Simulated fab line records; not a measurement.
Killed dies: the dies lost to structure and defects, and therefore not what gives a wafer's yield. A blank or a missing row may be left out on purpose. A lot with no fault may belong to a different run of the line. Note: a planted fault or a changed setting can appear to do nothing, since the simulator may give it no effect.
fab line records + flow gf180mcu
[record]
- lots = 13
- wafers = 39
- lastDay = 34
route steps=602 shown STI@18 V1@340
lots that met no fault: taken from a fault-free run of the same line
startH: hours from the record's opening day to when the first of the lot's shown wafers began + waitH: how many hours have passed since the lot's step before this one + " same as the row above + L1.1+2: a row that stands for several wafers + - no value, or no start was given + * or withheld: withheld + < > ~ a bound
route shown NAME@n: a module of which the file shows steps, and the number in the route of the first + usual: average and standard deviation across the fault-free wafers + same: alike in all rows + chamber/n: place in a boat + sites: per-site readings + _std_site: how widely they spread, as a standard deviation + _edge_site: inner sites' mean taken away from outer sites' mean + radiusMm: for every site, how far away it sits from the centre of the wafer + mask NAME#n: copy n + behind: the last tool/chamber to shape the wafer + hold: what put the lot on hold/how long, in hours/how the hold closed + device: the n, p or np transistor that did not switch + end of line: the tests these same wafers got at the end of their route + where a step has no rows: the recipe by itself + killed: at the first sort, the dies lost to defects and structure; wafer yield is something else + map: the dies of a wafer, with x for killed, . for not killed, _ for no die there
set.NAME: the setting the step ran with; set.NAME@STEP: the setting that earlier step ran with + model.NAME: the simulator's own value behind a step, which no gauge read
one table for each step of the route and one row for each wafer, over a sample of lots
services: when a tool's chamber went out of use (startH, in hours from the record's first day, below 0 if earlier), for how many hours, and the reason
[[steps]]
[step GF_STI_WET_ETCH_17]
[recipe]
- chemistry = H3PO4
- targetDepthNm = 45
- tempC = 160
- target = Si3N4
- timeS = 514
[usual]
- runLengthS = 540.6/3
| lot.wafer | tool        | chamber | startH | waitH | runLengthS |
|-----------|-------------|---------|--------|-------|------------|
| L308.1    | wetBench-01 | 0       | 40.56  | 0.0   | 538.2      |
| L308.4    | "           | 0       | "      | "     | 538.2      |
| L308.6    | "           | 0       | "      | "     | 538.2      |
| L309.3    | wetBench-02 | 3       | 49.69  | 0.0   | 539.3      |
| L309.4    | "           | 3       | "      | "     | 539.3      |
| L309.6    | "           | 3       | "      | "     | 539.3      |
| L310.3    | wetBench-01 | 1       | 52.49  | 0.0   | 538.9      |
| L310.5    | "           | 1       | "      | "     | 538.9      |
| L310.6    | "           | 1       | "      | "     | 538.9      |
| L312.2    | wetBench-02 | 3       | 61.56  | 0.0   | 538.8      |
| L312.5    | "           | 3       | "      | "     | 538.8      |
| L312.6    | "           | 3       | "      | "     | 538.8      |
| L313.1    | wetBench-01 | 0       | 66.76  | 0.0   | 539.1      |
| L313.2    | "           | 0       | "      | "     | 539.1      |
| L313.5    | "           | 0       | "      | "     | 539.1      |
| L314.2    | wetBench-01 | 1       | 71.56  | 0.0   | 538.3      |
| L314.3    | "           | 1       | "      | "     | 538.3      |
| L314.4    | "           | 1       | "      | "     | 538.3      |
| L315.1    | wetBench-04 | 2       | 77.48  | 0.0   | 546.3      |
| L315.3    | "           | 2       | "      | "     | 546.3      |
| L315.5    | "           | 2       | "      | "     | 546.3      |
| L317.3    | wetBench-04 | 0       | 87.89  | 0.0   | 547.7      |
| L317.4    | "           | 0       | "      | "     | 547.7      |
| L317.5    | "           | 0       | "      | "     | 547.7      |
| L319.1    | wetBench-04 | 2       | 100.74 | 0.0   | 985.7      |
| L319.4    | "           | 2       | "      | "     | 985.7      |
| L319.6    | "           | 2       | "      | "     | 985.7      |
| L324.3    | wetBench-01 | 3       | 122.51 | 0.0   | 541.4      |
| L324.4    | "           | 3       | "      | "     | 541.4      |
| L324.6    | "           | 3       | "      | "     | 541.4      |
| L325.2    | wetBench-02 | 2       | 129.51 | 0.0   | 541.7      |
| L325.4    | "           | 2       | "      | "     | 541.7      |
| L325.5    | "           | 2       | "      | "     | 541.7      |
| L326.1    | wetBench-01 | 1       | 135.34 | 0.0   | 547.4      |
| L326.2    | "           | 1       | "      | "     | 547.4      |
| L326.3    | "           | 1       | "      | "     | 547.4      |
| L328.1    | wetBench-01 | 2       | 145.14 | 0.0   | 538.6      |
| L328.3    | "           | 2       | "      | "     | 538.6      |
| L328.5    | "           | 2       | "      | "     | 538.6      |
[step GF_V1_BOW_MEAS_05]
[recipe]
- mode = bow
[usual]
- V1_BOW = 80/7.3
| lot.wafer | tool         | chamber | startH | waitH | V1_BOW[um] |
|-----------|--------------|---------|--------|-------|------------|
| L308.1    | filmMetro-04 | -       | 406.53 | 0.2   | 74         |
| L308.4    | "            | -       | "      | "     | 89         |
| L308.6    | "            | -       | "      | "     | 75         |
| L309.3    | filmMetro-03 | -       | 418.17 | 0.2   | 78         |
| L309.4    | "            | -       | "      | "     | 83         |
| L309.6    | "            | -       | "      | "     | 89         |
| L310.3    | filmMetro-02 | -       | 429.15 | 0.1   | 82         |
| L310.5    | "            | -       | "      | "     | 66         |
| L310.6    | "            | -       | "      | "     | 68         |
| L312.2    | filmMetro-02 | -       | 453.22 | 0.1   | 80         |
| L312.5    | "            | -       | "      | "     | 85         |
| L312.6    | "            | -       | "      | "     | 89         |
| L313.1    | filmMetro-04 | -       | 453.83 | 0.2   | 80         |
| L313.2    | "            | -       | "      | "     | 79         |
| L313.5    | "            | -       | "      | "     | 81         |
| L314.2    | filmMetro-04 | -       | 468.64 | 0.1   | 73         |
| L314.3    | "            | -       | "      | "     | 81         |
| L314.4    | "            | -       | "      | "     | 72         |
| L315.1    | filmMetro-02 | -       | 474.42 | 0.1   | 73         |
| L315.3    | "            | -       | "      | "     | 67         |
| L315.5    | "            | -       | "      | "     | 76         |
| L317.3    | filmMetro-04 | -       | 492.42 | 0.2   | 72         |
| L317.4    | "            | -       | "      | "     | 75         |
| L317.5    | "            | -       | "      | "     | 81         |
| L319.1    | filmMetro-04 | -       | 516.76 | 0.2   | 76         |
| L319.4    | "            | -       | "      | "     | 87         |
| L319.6    | "            | -       | "      | "     | 74         |
| L324.3    | filmMetro-03 | -       | 562.23 | 0.3   | 84         |
| L324.4    | "            | -       | "      | "     | 84         |
| L324.6    | "            | -       | "      | "     | 102        |
| L325.2    | filmMetro-03 | -       | 566.14 | 0.3   | 78         |
| L325.4    | "            | -       | "      | "     | 82         |
| L325.5    | "            | -       | "      | "     | 93         |
| L326.1    | filmMetro-04 | -       | 570.52 | 0.2   | 73         |
| L326.2    | "            | -       | "      | "     | 71         |
| L326.3    | "            | -       | "      | "     | 86         |
| L328.1    | filmMetro-04 | -       | 587.48 | 0.2   | 87         |
| L328.3    | "            | -       | "      | "     | 73         |
| L328.5    | "            | -       | "      | "     | 70         |
[step GF_V1_SPUTTER_21]
[recipe]
- material = Ti
- targetThkNm = 15
- chamberPressurePa = 5
- powerW = 2500
- substrateTempC = 200
- timeS = 80.02
[usual]
- throttleValvePct = 29.7/0.86
| lot.wafer | tool          | chamber | startH | waitH | throttleValvePct |
|-----------|---------------|---------|--------|-------|------------------|
| L308.1    | pvdSputter-02 | -       | 430.53 | 0.0   | 29.2             |
| L308.4    | "             | -       | "      | "     | 28.0             |
| L308.6    | "             | -       | "      | "     | 30.2             |
| L309.3    | pvdSputter-02 | -       | 443.09 | 0.0   | 29.2             |
| L309.4    | "             | -       | "      | "     | 29.4             |
| L309.6    | "             | -       | "      | "     | 28.0             |
| L310.3    | pvdSputter-01 | -       | 454.83 | 0.0   | 28.7             |
| L310.5    | "             | -       | "      | "     | 29.1             |
| L310.6    | "             | -       | "      | "     | 30.7             |
| L312.2    | pvdSputter-01 | -       | 478.21 | 0.0   | 29.1             |
| L312.5    | "             | -       | "      | "     | 28.8             |
| L312.6    | "             | -       | "      | "     | 30.6             |
| L313.1    | pvdSputter-02 | -       | 479.61 | 0.0   | 29.3             |
| L313.2    | "             | -       | "      | "     | 27.8             |
| L313.5    | "             | -       | "      | "     | 29.5             |
| L314.2    | pvdSputter-01 | -       | 493.26 | 0.0   | 28.8             |
| L314.3    | "             | -       | "      | "     | 29.1             |
| L314.4    | "             | -       | "      | "     | 30.7             |
| L315.1    | pvdSputter-01 | -       | 499.28 | 0.0   | 28.8             |
| L315.3    | "             | -       | "      | "     | 30.9             |
| L315.5    | "             | -       | "      | "     | 30.8             |
| L317.3    | pvdSputter-02 | -       | 516.41 | 0.0   | 27.6             |
| L317.4    | "             | -       | "      | "     | 29.9             |
| L317.5    | "             | -       | "      | "     | 29.2             |
| L319.1    | pvdSputter-01 | -       | 540.21 | 0.0   | 28.6             |
| L319.4    | "             | -       | "      | "     | 30.5             |
| L319.6    | "             | -       | "      | "     | 29.0             |
| L324.3    | pvdSputter-03 | -       | 584.59 | 0.0   | 30.1             |
| L324.4    | "             | -       | "      | "     | 29.9             |
| L324.6    | "             | -       | "      | "     | 30.2             |
| L325.2    | pvdSputter-02 | -       | 587.99 | 0.0   | 29.2             |
| L325.4    | "             | -       | "      | "     | 29.3             |
| L325.5    | "             | -       | "      | "     | 30.0             |
| L326.1    | pvdSputter-02 | -       | 592.26 | 0.0   | 27.9             |
| L326.2    | "             | -       | "      | "     | 29.3             |
| L326.3    | "             | -       | "      | "     | 29.8             |
| L328.1    | pvdSputter-02 | -       | 609.70 | 0.0   | 30.5             |
| L328.3    | "             | -       | "      | "     | 29.3             |
| L328.5    | "             | -       | "      | "     | 30.1             |
[step GF_V1_CVD_23]
[recipe]
- material = W
- targetThkNm = 350
- timeS = 105.05
- tempC = 400
- pressureTorr = 40
[usual]
- heaterPowerW = 812/64
| lot.wafer | tool    | chamber | startH | waitH | heaterPowerW |
|-----------|---------|---------|--------|-------|--------------|
| L308.1    | cvdW-01 | 0       | 430.63 | 0.0   | 901          |
| L308.4    | "       | 0       | "      | "     | 903          |
| L308.6    | "       | 1       | "      | "     | 797          |
| L309.3    | cvdW-01 | 0       | 443.23 | 0.1   | 925          |
| L309.4    | "       | 1       | "      | "     | 799          |
| L309.6    | "       | 0       | "      | "     | 921          |
| L310.3    | cvdW-01 | 0       | 454.97 | 0.1   | 913          |
| L310.5    | "       | 0       | "      | "     | 925          |
| L310.6    | "       | 1       | "      | "     | 783          |
| L312.2    | cvdW-01 | 1       | 478.31 | 0.0   | 791          |
| L312.5    | "       | 1       | "      | "     | 793          |
| L312.6    | "       | 0       | "      | "     | 942          |
| L313.1    | cvdW-02 | 1       | 479.71 | 0.0   | 756          |
| L313.2    | "       | 0       | "      | "     | 767          |
| L313.5    | "       | 1       | "      | "     | 772          |
| L314.2    | cvdW-01 | 0       | 493.36 | 0.0   | 927          |
| L314.3    | "       | 0       | "      | "     | 907          |
| L314.4    | "       | 1       | "      | "     | 789          |
| L315.1    | cvdW-01 | 1       | 499.38 | 0.0   | 809          |
| L315.3    | "       | 0       | "      | "     | 902          |
| L315.5    | "       | 1       | "      | "     | 794          |
| L317.3    | cvdW-01 | 0       | 516.55 | 0.1   | 901          |
| L317.4    | "       | 1       | "      | "     | 796          |
| L317.5    | "       | 0       | "      | "     | 896          |
| L319.1    | cvdW-02 | 1       | 540.31 | 0.0   | 758          |
| L319.4    | "       | 1       | "      | "     | 752          |
| L319.6    | "       | 0       | "      | "     | 774          |
| L324.3    | cvdW-02 | 1       | 584.79 | 0.1   | 740          |
| L324.4    | "       | 0       | "      | "     | 769          |
| L324.6    | "       | 1       | "      | "     | 757          |
| L325.2    | cvdW-02 | 0       | 588.09 | 0.0   | 776          |
| L325.4    | "       | 1       | "      | "     | 749          |
| L325.5    | "       | 0       | "      | "     | 765          |
| L326.1    | cvdW-02 | 1       | 592.37 | 0.0   | 765          |
| L326.2    | "       | 0       | "      | "     | 766          |
| L326.3    | "       | 0       | "      | "     | 775          |
| L328.1    | cvdW-01 | 0       | 609.80 | 0.0   | 908          |
| L328.3    | "       | 0       | "      | "     | 901          |
| L328.5    | "       | 1       | "      | "     | 775          |
[[services]]
| tool          | chamber | startH | hours | kind   |
|---------------|---------|--------|-------|--------|
| cvdW-01       | -       | 38.83  | 0.8   | repair |
| pvdSputter-02 | -       | 60.60  | 2.2   | repair |
| cvdW-02       | -       | 148.86 | 6.9   | pm     |
| cvdW-01       | -       | 188.83 | 2.8   | pm     |
| pvdSputter-02 | -       | 192.34 | 4.6   | repair |
| wetBench-01   | -       | 198.73 | 0.6   | repair |
| pvdSputter-01 | -       | 210.76 | 4.4   | repair |
| cvdW-01       | 1       | 216.85 | 6.2   | repair |
| cvdW-02       | -       | 235.89 | 104.0 | repair |
| wetBench-01   | -       | 257.66 | 4.4   | repair |
| cvdW-01       | 0       | 263.23 | 6.6   | repair |
| cvdW-02       | -       | 278.87 | 0.5   | repair |
| pvdSputter-01 | -       | 288.57 | 1.9   | repair |
| pvdSputter-02 | -       | 290.43 | 24.7  | repair |
| cvdW-01       | 1       | 292.94 | 10.1  | repair |
| pvdSputter-02 | -       | 345.59 | 2.9   | repair |
| cvdW-01       | -       | 390.00 | 14.0  | pm     |
| wetBench-01   | -       | 407.15 | 2.6   | repair |
| pvdSputter-02 | -       | 448.25 | 4.5   | repair |
| pvdSputter-02 | -       | 453.21 | 4.3   | repair |
| cvdW-01       | -       | 459.29 | 1.9   | repair |
| cvdW-01       | -       | 466.67 | 6.9   | pm     |
| pvdSputter-02 | -       | 499.35 | 1.5   | repair |
| cvdW-01       | -       | 581.31 | 14.6  | pm     |
[[key]]
[firstSign]
- step = GF_STI_WET_ETCH_17
- reading = runLengthS
- direction = up
- sigmas = 99+
- usual = *
- struck = *
effect none on later readings
metAt GF_STI_WET_ETCH_17
struckLots L319
struckWafers L319.1,L319.4,L319.6
testerLeftOut L319
notActingAt GF_V1_BOW_MEAS_05,GF_V1_SPUTTER_21,GF_V1_CVD_23
onsetBetween 77.48 100.74
[fault]
- kind = processParameterDrift
- tool = wetBench-04
- chamber = 2
- onsetH = 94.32
- steps = GF_STI_WET_ETCH_17
- channel = timeS
- offset = *
- shape = step
- endH = 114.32
- actsIn = *
- stated = *
// testerLeftOut: of these lots the tester's yield and bins aren't shown, on N5 and GAA mostly nor the transistor test; their killed dies are dies lost to structure and defects alone, not to doping, threshold or leakage, so they don't give the yield
